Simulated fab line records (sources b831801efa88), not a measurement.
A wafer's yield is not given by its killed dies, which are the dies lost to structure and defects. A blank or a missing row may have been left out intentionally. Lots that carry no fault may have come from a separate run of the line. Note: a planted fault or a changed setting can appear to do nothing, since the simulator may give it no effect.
The tool behind it: which one? || flow gf180mcu || 24 lots, 72 wafers sampled, at 6 steps of a route of 602

## WHAT THE GAUGES READ, wafer by wafer
GF_V2_THK_MEAS_03.
{"lot": "L074", "measured": "day 19 16:51", "on": "filmMetro-01", "V2_CVD_02_THK (nm)": "830 841 850"}
{"lot": "L075", "measured": "day 19 20:16", "on": "filmMetro-04", "V2_CVD_02_THK (nm)": "845 858 857"}
{"lot": "L076", "measured": "day 20 14:12", "on": "filmMetro-02", "V2_CVD_02_THK (nm)": "835 832 850"}
{"lot": "L077", "measured": "day 20 17:10", "on": "filmMetro-04", "V2_CVD_02_THK (nm)": "848 848 851"}
{"lot": "L078", "measured": "day 20 20:53", "on": "filmMetro-02", "V2_CVD_02_THK (nm)": "851 853 855"}
{"lot": "L079", "measured": "day 21 17:45", "on": "filmMetro-01", "V2_CVD_02_THK (nm)": "852 845 861"}
{"lot": "L081", "measured": "day 21 20:05", "on": "filmMetro-01", "V2_CVD_02_THK (nm)": "831 854 850"}
{"lot": "L080", "measured": "day 21 22:00", "on": "filmMetro-04", "V2_CVD_02_THK (nm)": "845 841 856"}
{"lot": "L082", "measured": "day 22 18:32", "on": "filmMetro-02", "V2_CVD_02_THK (nm)": "849 839 870"}
{"lot": "L083", "measured": "day 22 20:01", "on": "filmMetro-02", "V2_CVD_02_THK (nm)": "840 852 850"}
{"lot": "L084", "measured": "day 23 01:28", "on": "filmMetro-04", "V2_CVD_02_THK (nm)": "842 826 852"}
{"lot": "L085", "measured": "day 23 04:44", "on": "filmMetro-02", "V2_CVD_02_THK (nm)": "832 843 859"}
{"lot": "L086", "measured": "day 24 00:14", "on": "filmMetro-01", "V2_CVD_02_THK (nm)": "851 855 851"}
{"lot": "L087", "measured": "day 24 17:26", "on": "filmMetro-04", "V2_CVD_02_THK (nm)": "860 863 878"}
{"lot": "L088", "measured": "day 24 17:48", "on": "filmMetro-02", "V2_CVD_02_THK (nm)": "858 866 857"}
{"lot": "L090", "measured": "day 24 22:38", "on": "filmMetro-04", "V2_CVD_02_THK (nm)": "851 844 851"}
{"lot": "L089", "measured": "day 25 00:11", "on": "filmMetro-02", "V2_CVD_02_THK (nm)": "860 865 859"}
{"lot": "L091", "measured": "day 25 12:28", "on": "filmMetro-02", "V2_CVD_02_THK (nm)": "850 861 858"}
{"lot": "L092", "measured": "day 25 18:15", "on": "filmMetro-01", "V2_CVD_02_THK (nm)": "842 830 852"}
{"lot": "L093", "measured": "day 25 18:31", "on": "filmMetro-02", "V2_CVD_02_THK (nm)": "845 853 854"}
{"lot": "L094", "measured": "day 26 14:01", "on": "filmMetro-01", "V2_CVD_02_THK (nm)": "842 841 845"}
{"lot": "L095", "measured": "day 26 14:41", "on": "filmMetro-02", "V2_CVD_02_THK (nm)": "854 854 840"}
{"lot": "L096", "measured": "day 26 17:47", "on": "filmMetro-04", "V2_CVD_02_THK (nm)": "864 843 868"}
{"lot": "L097", "measured": "day 27 11:07", "on": "filmMetro-02", "V2_CVD_02_THK (nm)": "848 850 859"}

GF_V3_RS_MEAS_24: the measuring method here is four-point-probe.
{"lot": "L074", "measured": "day 22 20:49", "on": "filmMetro-03", "V3_W_RS (ohm/sq)": "0.329 0.331 0.331"}
{"lot": "L075", "measured": "day 23 00:41", "on": "filmMetro-01", "V3_W_RS (ohm/sq)": "0.321 0.327 0.322"}
{"lot": "L076", "measured": "day 23 16:29", "on": "filmMetro-03", "V3_W_RS (ohm/sq)": "0.329 0.329 0.329"}
{"lot": "L077", "measured": "day 23 19:44", "on": "filmMetro-03", "V3_W_RS (ohm/sq)": "0.327 0.330 0.329"}
{"lot": "L078", "measured": "day 23 23:55", "on": "filmMetro-01", "V3_W_RS (ohm/sq)": "0.327 0.321 0.324"}
{"lot": "L079", "measured": "day 24 18:35", "on": "filmMetro-03", "V3_W_RS (ohm/sq)": "0.332 0.332 0.333"}
{"lot": "L081", "measured": "day 24 21:15", "on": "filmMetro-04", "V3_W_RS (ohm/sq)": "0.330 0.329 0.334"}
{"lot": "L080", "measured": "day 24 21:35", "on": "filmMetro-04", "V3_W_RS (ohm/sq)": "0.323 0.327 0.324"}
{"lot": "L082", "measured": "day 25 17:39", "on": "filmMetro-03", "V3_W_RS (ohm/sq)": "0.332 0.330 0.328"}
{"lot": "L083", "measured": "day 25 17:51", "on": "filmMetro-01", "V3_W_RS (ohm/sq)": "0.333 0.335 0.333"}
{"lot": "L084", "measured": "day 25 23:32", "on": "filmMetro-01", "V3_W_RS (ohm/sq)": "0.336 0.333 0.335"}
{"lot": "L085", "measured": "day 26 02:08", "on": "filmMetro-01", "V3_W_RS (ohm/sq)": "0.326 0.327 0.324"}
{"lot": "L086", "measured": "day 26 21:44", "on": "filmMetro-01", "V3_W_RS (ohm/sq)": "0.334 0.327 0.331"}
{"lot": "L087", "measured": "day 27 13:17", "on": "filmMetro-01", "V3_W_RS (ohm/sq)": "0.329 0.331 0.326"}
{"lot": "L088", "measured": "day 27 13:00", "on": "filmMetro-04", "V3_W_RS (ohm/sq)": "0.329 0.332 0.330"}
{"lot": "L090", "measured": "day 27 17:50", "on": "filmMetro-03", "V3_W_RS (ohm/sq)": "0.329 0.325 0.334"}
{"lot": "L089", "measured": "day 27 19:48", "on": "filmMetro-01", "V3_W_RS (ohm/sq)": "0.327 0.331 0.334"}
{"lot": "L091", "measured": "day 28 06:23", "on": "filmMetro-04", "V3_W_RS (ohm/sq)": "0.325 0.328 0.326"}
{"lot": "L092", "measured": "day 28 12:55", "on": "filmMetro-01", "V3_W_RS (ohm/sq)": "0.330 0.323 0.324"}
{"lot": "L093", "measured": "day 28 13:40", "on": "filmMetro-01", "V3_W_RS (ohm/sq)": "0.333 0.326 0.331"}
{"lot": "L094", "measured": "day 29 06:14", "on": "filmMetro-03", "V3_W_RS (ohm/sq)": "0.322 0.328 0.332"}
{"lot": "L095", "measured": "day 29 08:23", "on": "filmMetro-03", "V3_W_RS (ohm/sq)": "0.333 0.330 0.329"}
{"lot": "L096", "measured": "day 29 11:57", "on": "filmMetro-01", "V3_W_RS (ohm/sq)": "0.328 0.326 0.322"}
{"lot": "L097", "measured": "day 30 01:20", "on": "filmMetro-03", "V3_W_RS (ohm/sq)": "0.330 0.327 0.331"}

GF_V5_OVL_MEAS_15.
{"lot": "L074", "measured": "day 27 15:01", "on": "overlay-01", "V5_OVL (nm)": "-4 2 -1"}
{"lot": "L075", "measured": "day 27 18:01", "on": "overlay-02", "V5_OVL (nm)": "-2 0 0"}
{"lot": "L076", "measured": "day 28 07:19", "on": "overlay-02", "V5_OVL (nm)": "-5 -1 -7"}
{"lot": "L077", "measured": "day 28 09:55", "on": "overlay-02", "V5_OVL (nm)": "-2 -6 -4"}
{"lot": "L078", "measured": "day 28 15:37", "on": "overlay-01", "V5_OVL (nm)": "4 0 1"}
{"lot": "L079", "measured": "day 29 07:10", "on": "overlay-01", "V5_OVL (nm)": "-4 -2 1"}
{"lot": "L081", "measured": "day 29 08:37", "on": "overlay-02", "V5_OVL (nm)": "4 3 3"}
{"lot": "L080", "measured": "day 29 10:52", "on": "overlay-02", "V5_OVL (nm)": "-2 -4 2"}
{"lot": "L082", "measured": "day 30 02:10", "on": "overlay-02", "V5_OVL (nm)": "4 1 -3"}
{"lot": "L083", "measured": "day 30 03:16", "on": "overlay-01", "V5_OVL (nm)": "0 -2 5"}
{"lot": "L084", "measured": "day 30 09:58", "on": "overlay-02", "V5_OVL (nm)": "2 1 4"}
{"lot": "L085", "measured": "day 30 10:32", "on": "overlay-02", "V5_OVL (nm)": "-4 5 0"}
{"lot": "L086", "measured": "day 31 04:37", "on": "overlay-02", "V5_OVL (nm)": "0 -9 0"}
{"lot": "L087", "measured": "day 31 17:28", "on": "overlay-01", "V5_OVL (nm)": "-1 0 -2"}
{"lot": "L088", "measured": "day 31 16:17", "on": "overlay-01", "V5_OVL (nm)": "6 9 8"}
{"lot": "L090", "measured": "day 31 21:10", "on": "overlay-01", "V5_OVL (nm)": "10 3 8"}
{"lot": "L089", "measured": "day 31 23:22", "on": "overlay-01", "V5_OVL (nm)": "2 -1 -2"}
{"lot": "L091", "measured": "day 32 08:14", "on": "overlay-01", "V5_OVL (nm)": "2 -4 4"}
{"lot": "L092", "measured": "day 32 12:59", "on": "overlay-01", "V5_OVL (nm)": "-2 1 1"}
{"lot": "L093", "measured": "day 32 13:14", "on": "overlay-01", "V5_OVL (nm)": "5 0 1"}
{"lot": "L094", "measured": "day 33 04:49", "on": "overlay-02", "V5_OVL (nm)": "-4 -5 -9"}
{"lot": "L095", "measured": "day 33 06:11", "on": "overlay-01", "V5_OVL (nm)": "5 1 3"}
{"lot": "L096", "measured": "day 33 09:26", "on": "overlay-02", "V5_OVL (nm)": "5 5 6"}
{"lot": "L097", "measured": "day 33 20:07", "on": "overlay-02", "V5_OVL (nm)": "8 12 0"}

GF_PASSIVATION_BOW_MEAS_14.
{"lot": "L074", "measured": "day 29 10:56", "on": "filmMetro-04", "PASSIVATION_BOW (um)": "141 131 125"}
{"lot": "L075", "measured": "day 29 14:13", "on": "filmMetro-01", "PASSIVATION_BOW (um)": "127 136 141"}
{"lot": "L076", "measured": "day 30 02:56", "on": "filmMetro-01", "PASSIVATION_BOW (um)": "133 136 128"}
{"lot": "L077", "measured": "day 30 06:13", "on": "filmMetro-04", "PASSIVATION_BOW (um)": "153 151 160"}
{"lot": "L078", "measured": "day 30 10:38", "on": "filmMetro-04", "PASSIVATION_BOW (um)": "135 133 136"}
{"lot": "L079", "measured": "day 31 00:58", "on": "filmMetro-01", "PASSIVATION_BOW (um)": "144 146 144"}
{"lot": "L081", "measured": "day 31 02:06", "on": "filmMetro-04", "PASSIVATION_BOW (um)": "153 137 147"}
{"lot": "L080", "measured": "day 31 05:07", "on": "filmMetro-01", "PASSIVATION_BOW (um)": "141 139 138"}
{"lot": "L082", "measured": "day 31 18:08", "on": "filmMetro-01", "PASSIVATION_BOW (um)": "127 120 130"}
{"lot": "L083", "measured": "day 31 19:35", "on": "filmMetro-04", "PASSIVATION_BOW (um)": "121 114 111"}
{"lot": "L084", "measured": "day 32 02:07", "on": "filmMetro-01", "PASSIVATION_BOW (um)": "134 140 149"}
{"lot": "L085", "measured": "day 32 02:45", "on": "filmMetro-02", "PASSIVATION_BOW (um)": "124 139 129"}
{"lot": "L086", "measured": "day 32 18:48", "on": "filmMetro-02", "PASSIVATION_BOW (um)": "115 121 109"}
{"lot": "L087", "measured": "day 33 06:55", "on": "filmMetro-01", "PASSIVATION_BOW (um)": "117 117 118"}
{"lot": "L088", "measured": "day 33 06:14", "on": "filmMetro-04", "PASSIVATION_BOW (um)": "142 140 131"}
{"lot": "L090", "measured": "day 33 10:52", "on": "filmMetro-04", "PASSIVATION_BOW (um)": "135 117 117"}
{"lot": "L089", "measured": "day 33 12:25", "on": "filmMetro-02", "PASSIVATION_BOW (um)": "149 148 143"}
{"lot": "L091", "measured": "day 33 21:01", "on": "filmMetro-01", "PASSIVATION_BOW (um)": "145 149 134"}
{"lot": "L092", "measured": "day 34 01:38", "on": "filmMetro-01", "PASSIVATION_BOW (um)": "129 146 130"}
{"lot": "L093", "measured": "day 34 01:59", "on": "filmMetro-01", "PASSIVATION_BOW (um)": "138 132 125"}
{"lot": "L094", "measured": "day 34 15:58", "on": "filmMetro-02", "PASSIVATION_BOW (um)": "148 140 137"}
{"lot": "L095", "measured": "day 34 17:07", "on": "filmMetro-04", "PASSIVATION_BOW (um)": "155 145 152"}
{"lot": "L096", "measured": "day 34 21:01", "on": "filmMetro-02", "PASSIVATION_BOW (um)": "132 140 153"}
{"lot": "L097", "measured": "day 35 06:28", "on": "filmMetro-04", "PASSIVATION_BOW (um)": "133 152 146"}

## TOOL THAT RAN EACH LOT (tool first, then ch and the chambers of the sampled wafers, then the start)
{"lot": "L074", "GF_V3_SPUTTER_21": "pvdSputter-03, day 22 20:34", "GF_PASSIVATION_ETCH_11": "rieDiel-02 ch 0,2, day 29 08:09"}
{"lot": "L075", "GF_V3_SPUTTER_21": "pvdSputter-03, day 23 00:28", "GF_PASSIVATION_ETCH_11": "rieDiel-04 ch 0,1, day 29 12:21"}
{"lot": "L076", "GF_V3_SPUTTER_21": "pvdSputter-04, day 23 16:16", "GF_PASSIVATION_ETCH_11": "rieDiel-01 ch 0,2,3, day 30 01:04"}
{"lot": "L077", "GF_V3_SPUTTER_21": "pvdSputter-04, day 23 19:31", "GF_PASSIVATION_ETCH_11": "rieDiel-02 ch 2,3, day 30 04:21"}
{"lot": "L078", "GF_V3_SPUTTER_21": "pvdSputter-03, day 23 23:41", "GF_PASSIVATION_ETCH_11": "rieDiel-01 ch 0,1, day 30 08:45"}
{"lot": "L079", "GF_V3_SPUTTER_21": "pvdSputter-04, day 24 18:23", "GF_PASSIVATION_ETCH_11": "rieDiel-04 ch 0,1,2, day 30 23:06"}
{"lot": "L081", "GF_V3_SPUTTER_21": "pvdSputter-04, day 24 21:01", "GF_PASSIVATION_ETCH_11": "rieDiel-04 ch 2,3, day 31 00:13"}
{"lot": "L080", "GF_V3_SPUTTER_21": "pvdSputter-03, day 24 21:22", "GF_PASSIVATION_ETCH_11": "rieDiel-02 ch 1,3, day 31 03:15"}
{"lot": "L082", "GF_V3_SPUTTER_21": "pvdSputter-02, day 25 17:25", "GF_PASSIVATION_ETCH_11": "rieDiel-04 ch 0,1,3, day 31 16:14"}
{"lot": "L083", "GF_V3_SPUTTER_21": "pvdSputter-03, day 25 17:38", "GF_PASSIVATION_ETCH_11": "rieDiel-04 ch 0,1,3, day 31 17:43"}
{"lot": "L084", "GF_V3_SPUTTER_21": "pvdSputter-02, day 25 23:19", "GF_PASSIVATION_ETCH_11": "rieDiel-02 ch 1,2,3, day 32 00:15"}
{"lot": "L085", "GF_V3_SPUTTER_21": "pvdSputter-03, day 26 01:53", "GF_PASSIVATION_ETCH_11": "rieDiel-04 ch 0,1,3, day 32 00:50"}
{"lot": "L086", "GF_V3_SPUTTER_21": "pvdSputter-04, day 26 21:30", "GF_PASSIVATION_ETCH_11": "rieDiel-01 ch 1,2, day 32 16:55"}
{"lot": "L087", "GF_V3_SPUTTER_21": "pvdSputter-03, day 27 13:04", "GF_PASSIVATION_ETCH_11": "rieDiel-01 ch 1,3, day 33 05:02"}
{"lot": "L088", "GF_V3_SPUTTER_21": "pvdSputter-04, day 27 12:44", "GF_PASSIVATION_ETCH_11": "rieDiel-02 ch 0,3, day 33 04:18"}
{"lot": "L090", "GF_V3_SPUTTER_21": "pvdSputter-04, day 27 17:38", "GF_PASSIVATION_ETCH_11": "rieDiel-02 ch 0,1,2, day 33 09:00"}
{"lot": "L089", "GF_V3_SPUTTER_21": "pvdSputter-02, day 27 19:35", "GF_PASSIVATION_ETCH_11": "rieDiel-01 ch 0,2,3, day 33 10:33"}
{"lot": "L091", "GF_V3_SPUTTER_21": "pvdSputter-02, day 28 06:10", "GF_PASSIVATION_ETCH_11": "rieDiel-01 ch 0,2,3, day 33 19:08"}
{"lot": "L092", "GF_V3_SPUTTER_21": "pvdSputter-03, day 28 12:43", "GF_PASSIVATION_ETCH_11": "rieDiel-01 ch 0,1,2, day 33 23:46"}
{"lot": "L093", "GF_V3_SPUTTER_21": "pvdSputter-04, day 28 13:28", "GF_PASSIVATION_ETCH_11": "rieDiel-04 ch 0,1, day 34 00:07"}
{"lot": "L094", "GF_V3_SPUTTER_21": "pvdSputter-03, day 29 06:02", "GF_PASSIVATION_ETCH_11": "rieDiel-02 ch 2,3, day 34 14:05"}
{"lot": "L095", "GF_V3_SPUTTER_21": "pvdSputter-03, day 29 08:08", "GF_PASSIVATION_ETCH_11": "rieDiel-04 ch 0,1,3, day 34 15:12"}
{"lot": "L096", "GF_V3_SPUTTER_21": "pvdSputter-03, day 29 11:41", "GF_PASSIVATION_ETCH_11": "rieDiel-04 ch 2,3, day 34 19:05"}
{"lot": "L097", "GF_V3_SPUTTER_21": "pvdSputter-04, day 30 01:07", "GF_PASSIVATION_ETCH_11": "rieDiel-04 ch 0,1,3, day 35 04:36"}
- GF_V3_SPUTTER_21: material Ti, target thk 15 nm, time 80.02 s.
- GF_PASSIVATION_ETCH_11: etches the open film in CF4/O2, stops on TiN, target depth 2040 nm, time 453.3 s.

## WHAT THE TOOLS THEMSELVES READ (means of the sampled wafers that have a number; where no wafer has one, the mark that the record gives instead)
GF_V3_SPUTTER_21.
{"lot": "L074", "tool": "pvdSputter-03", "throttleValvePct (%)": 30.6}
{"lot": "L075", "tool": "pvdSputter-03", "throttleValvePct (%)": 29.5}
{"lot": "L076", "tool": "pvdSputter-04", "throttleValvePct (%)": 30.5}
{"lot": "L077", "tool": "pvdSputter-04", "throttleValvePct (%)": 30.6}
{"lot": "L078", "tool": "pvdSputter-03", "throttleValvePct (%)": 29.1}
{"lot": "L079", "tool": "pvdSputter-04", "throttleValvePct (%)": 30.0}
{"lot": "L081", "tool": "pvdSputter-04", "throttleValvePct (%)": 30.4}
{"lot": "L080", "tool": "pvdSputter-03", "throttleValvePct (%)": 30.6}
{"lot": "L082", "tool": "pvdSputter-02", "throttleValvePct (%)": 30.1}
{"lot": "L083", "tool": "pvdSputter-03", "throttleValvePct (%)": 30.6}
{"lot": "L084", "tool": "pvdSputter-02", "throttleValvePct (%)": 30.0}
{"lot": "L085", "tool": "pvdSputter-03", "throttleValvePct (%)": 30.8}
{"lot": "L086", "tool": "pvdSputter-04", "throttleValvePct (%)": 30.1}
{"lot": "L087", "tool": "pvdSputter-03", "throttleValvePct (%)": 29.1}
{"lot": "L088", "tool": "pvdSputter-04", "throttleValvePct (%)": 31.2}
{"lot": "L090", "tool": "pvdSputter-04", "throttleValvePct (%)": 30.9}
{"lot": "L089", "tool": "pvdSputter-02", "throttleValvePct (%)": 29.5}
{"lot": "L091", "tool": "pvdSputter-02", "throttleValvePct (%)": 30.8}
{"lot": "L092", "tool": "pvdSputter-03", "throttleValvePct (%)": 31.4}
{"lot": "L093", "tool": "pvdSputter-04", "throttleValvePct (%)": 30.5}
{"lot": "L094", "tool": "pvdSputter-03", "throttleValvePct (%)": 30.6}
{"lot": "L095", "tool": "pvdSputter-03", "throttleValvePct (%)": 30.8}
{"lot": "L096", "tool": "pvdSputter-03", "throttleValvePct (%)": 30.4}
{"lot": "L097", "tool": "pvdSputter-04", "throttleValvePct (%)": 31.1}

GF_PASSIVATION_ETCH_11.
{"lot": "L074", "tool": "rieDiel-02", "drypumpMotorCurrentA (A)": 4.9, "oesProductAu (a.u.)": 0.990, "throttleValvePct (%)": 5.964}
{"lot": "L075", "tool": "rieDiel-04", "drypumpMotorCurrentA (A)": 6.3, "oesProductAu (a.u.)": 0.991, "throttleValvePct (%)": 5.966}
{"lot": "L076", "tool": "rieDiel-01", "drypumpMotorCurrentA (A)": 5.4, "oesProductAu (a.u.)": 0.992, "throttleValvePct (%)": 5.976}
{"lot": "L077", "tool": "rieDiel-02", "drypumpMotorCurrentA (A)": 5.1, "oesProductAu (a.u.)": 0.988, "throttleValvePct (%)": 5.964}
{"lot": "L078", "tool": "rieDiel-01", "drypumpMotorCurrentA (A)": 5.4, "oesProductAu (a.u.)": 0.991, "throttleValvePct (%)": 5.969}
{"lot": "L079", "tool": "rieDiel-04", "drypumpMotorCurrentA (A)": 6.3, "oesProductAu (a.u.)": 0.991, "throttleValvePct (%)": 5.968}
{"lot": "L081", "tool": "rieDiel-04", "drypumpMotorCurrentA (A)": 5.2, "oesProductAu (a.u.)": 0.984, "throttleValvePct (%)": 5.967}
{"lot": "L080", "tool": "rieDiel-02", "drypumpMotorCurrentA (A)": 5.8, "oesProductAu (a.u.)": 0.996, "throttleValvePct (%)": 5.964}
{"lot": "L082", "tool": "rieDiel-04", "drypumpMotorCurrentA (A)": 5.7, "oesProductAu (a.u.)": 0.986, "throttleValvePct (%)": 5.967}
{"lot": "L083", "tool": "rieDiel-04", "drypumpMotorCurrentA (A)": 5.7, "oesProductAu (a.u.)": 0.989, "throttleValvePct (%)": 5.971}
{"lot": "L084", "tool": "rieDiel-02", "drypumpMotorCurrentA (A)": 5.5, "oesProductAu (a.u.)": 0.991, "throttleValvePct (%)": 5.967}
{"lot": "L085", "tool": "rieDiel-04", "drypumpMotorCurrentA (A)": 5.7, "oesProductAu (a.u.)": 0.985, "throttleValvePct (%)": 5.960}
{"lot": "L086", "tool": "rieDiel-01", "drypumpMotorCurrentA (A)": 5.4, "oesProductAu (a.u.)": 0.986, "throttleValvePct (%)": 5.963}
{"lot": "L087", "tool": "rieDiel-01", "drypumpMotorCurrentA (A)": 5.7, "oesProductAu (a.u.)": 0.997, "throttleValvePct (%)": 5.970}
{"lot": "L088", "tool": "rieDiel-02", "drypumpMotorCurrentA (A)": 5.2, "oesProductAu (a.u.)": 0.990, "throttleValvePct (%)": 5.971}
{"lot": "L090", "tool": "rieDiel-02", "drypumpMotorCurrentA (A)": 5.2, "oesProductAu (a.u.)": 0.996, "throttleValvePct (%)": 5.966}
{"lot": "L089", "tool": "rieDiel-01", "drypumpMotorCurrentA (A)": 5.4, "oesProductAu (a.u.)": 0.989, "throttleValvePct (%)": 5.978}
{"lot": "L091", "tool": "rieDiel-01", "drypumpMotorCurrentA (A)": 5.4, "oesProductAu (a.u.)": 0.992, "throttleValvePct (%)": 5.965}
{"lot": "L092", "tool": "rieDiel-01", "drypumpMotorCurrentA (A)": 5.3, "oesProductAu (a.u.)": 0.989, "throttleValvePct (%)": 5.966}
{"lot": "L093", "tool": "rieDiel-04", "drypumpMotorCurrentA (A)": 6.3, "oesProductAu (a.u.)": 0.986, "throttleValvePct (%)": 5.962}
{"lot": "L094", "tool": "rieDiel-02", "drypumpMotorCurrentA (A)": 5.1, "oesProductAu (a.u.)": 0.993, "throttleValvePct (%)": 5.966}
{"lot": "L095", "tool": "rieDiel-04", "drypumpMotorCurrentA (A)": 5.7, "oesProductAu (a.u.)": 0.990, "throttleValvePct (%)": 5.966}
{"lot": "L096", "tool": "rieDiel-04", "drypumpMotorCurrentA (A)": 5.9, "oesProductAu (a.u.)": 0.996, "throttleValvePct (%)": 5.967}
{"lot": "L097", "tool": "rieDiel-04", "drypumpMotorCurrentA (A)": 5.7, "oesProductAu (a.u.)": 0.988, "throttleValvePct (%)": 5.969}

## THE ANSWER, worked out from the rows above alone
Rule: the lots themselves supply what counts as usual. The widest of any qualifying gaps counts: lots, ordered by their means at a reading, are off when they make up no more than a third of the lots, leave a main group of 4 or more, and stand apart from it by 3 or more times the standard deviation of that group's means. Not used: any main group whose means are identical at the precision the tables above print for the reading. Also off: a lot with no number at a reading for which 4 or more lots have one. Where the step has rows for the other lots, those lots are counted as sound. After the gauges, taken in route order, come the tools' own readings; for these a lot's mean is taken, as printed above. At the first step where some lot is off, the reading lying furthest off is the one used; lots without a number count as furthest.
No lot is off on any of the readings shown, so nothing can be concluded from this.

## WHAT THE SIMULATOR PUT IN
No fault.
